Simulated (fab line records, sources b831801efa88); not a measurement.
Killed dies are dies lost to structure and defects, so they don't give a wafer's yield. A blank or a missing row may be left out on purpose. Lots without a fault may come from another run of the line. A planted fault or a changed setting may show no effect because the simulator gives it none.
One fault seen from 2 desks | flow sky130 | each desk has only its own numbers; what lay behind them comes last

THE TOOL OWNER'S DESK: wet_bench-03
The tool's own readings at SKY_FIELD_ISO_WET_ETCH_18 (etches Si3N4 in H3PO4, target depth 25 nm, time 286 s): means of the sampled wafers that have a number, for each lot that ran on this tool. A lot is out of limits, marked OUT, if its mean lies more than 4 standard deviations from the usual mean; the brackets give that distance.
Columns: A = bath_guard_temp_C at SKY_FIELD_ISO_WET_ETCH_18, usual 159.8 C; B = bath_heat_duty_pct at SKY_FIELD_ISO_WET_ETCH_18, usual 28 %; C = temp_c at SKY_FIELD_ISO_WET_ETCH_18, usual 159.97 C
lot  | first seen here | A     | B  | C
L261 | day 4 03:43     | 159.5 | 33 | 159.82
L274 | day 7 01:33     | 159.6 | 34 | 160.02
This desk's finding: nothing out of limits on any of the 2 lots.

THE METROLOGY DESK
What the gauges read, lot by lot, whatever tool the lot ran on: means of the sampled wafers that have a number. A lot is out of limits, marked OUT, if its mean lies more than 4 standard deviations from the usual mean; the brackets give that distance.
Columns: A = cd_nm at SKY_FIELD_ISO_CD_MEAS_13, usual 149.8 nm
lot  | first seen here | A
L252 | day 2 06:17     | 150.1
L261 | day 4 03:21     | 150.6
L271 | day 6 07:44     | 150.0
L272 | day 6 13:44     | 149.4
L274 | day 7 01:11     | 151.5
L275 | day 7 04:10     | 149.2
This desk's finding: nothing out of limits on any of the 6 lots.

PUT TOGETHER
The tool owner's desk saw nothing out of limits.
The metrology desk saw nothing out of limits.

WHAT THE SIMULATOR HAD PUT IN
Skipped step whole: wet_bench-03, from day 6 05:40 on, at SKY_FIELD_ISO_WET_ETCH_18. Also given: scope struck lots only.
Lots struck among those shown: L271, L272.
